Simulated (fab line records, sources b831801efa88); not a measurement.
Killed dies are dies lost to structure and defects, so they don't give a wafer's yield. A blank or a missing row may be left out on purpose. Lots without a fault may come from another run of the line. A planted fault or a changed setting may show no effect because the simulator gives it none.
One fault seen from 2 desks | flow sky130 | each desk has only its own numbers; what lay behind them comes last

THE METROLOGY DESK
What the gauges read, lot by lot, whatever tool the lot ran on: means of the sampled wafers that have a number. A lot is out of limits, marked OUT, if its mean lies more than 4 standard deviations from the usual mean; the brackets give that distance.
Columns: A = cd_nm at SKY_SD_P_CD_MEAS_07, usual 379.6 nm
lot  | first seen here | A
L701 | day 26 06:11    | 378.6
L704 | day 27 07:46    | 381.9
L703 | day 27 09:17    | 382.9
L706 | day 27 22:07    | 376.8
L705 | day 28 00:40    | 381.4
L708 | day 28 12:02    | 378.7
L709 | day 28 22:46    | 376.7
L710 | day 29 10:38    | 381.1
L711 | day 29 10:56    | 382.4
L712 | day 29 13:43    | 376.7
L713 | day 29 21:22    | 383.0
L716 | day 31 07:43    | 347.9 (-11) OUT
L723 | day 32 13:58    | 352.9 (-9.5) OUT
L724 | day 32 22:04    | 379.8
This desk's finding: out of limits on L716, L723; first on L716, day 31 07:43 (cd_nm at SKY_SD_P_CD_MEAS_07). In limits: L701, L704, L703, L706, L705, L708, L709, L710, L711, L712, L713, L724.

THE TOOL OWNER'S DESK: litho_track-04
The tool's own readings at SKY_SD_P_DEVELOP_06 (develop time 60 s): means of the sampled wafers that have a number, for each lot that ran on this tool. A lot is out of limits, marked OUT, if its mean lies more than 4 standard deviations from the usual mean; the brackets give that distance.
Columns: A = developer_temp_C at SKY_SD_P_DEVELOP_06, usual 23.01 C
lot  | first seen here | A
L701 | day 26 05:58    | 23.04
L706 | day 27 21:58    | 23.08
L716 | day 31 07:35    | 23.06
L723 | day 32 13:50    | 22.87
This desk's finding: nothing out of limits on any of the 4 lots.

PUT TOGETHER
The metrology desk could have raised an alarm at day 31 07:43, on L716, L723.
The tool owner's desk saw nothing out of limits.
The tool owner's desk has L716, L723 on record, within its limits.
Of the lots named, all ran SKY_SD_P_DEVELOP_06 on litho_track-04.

WHAT THE SIMULATOR HAD PUT IN
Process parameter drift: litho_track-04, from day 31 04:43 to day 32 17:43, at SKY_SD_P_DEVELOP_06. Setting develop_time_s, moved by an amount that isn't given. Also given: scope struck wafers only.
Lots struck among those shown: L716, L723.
Hours from the fault's start to each desk's first reading out of limits: the metrology desk, 3.
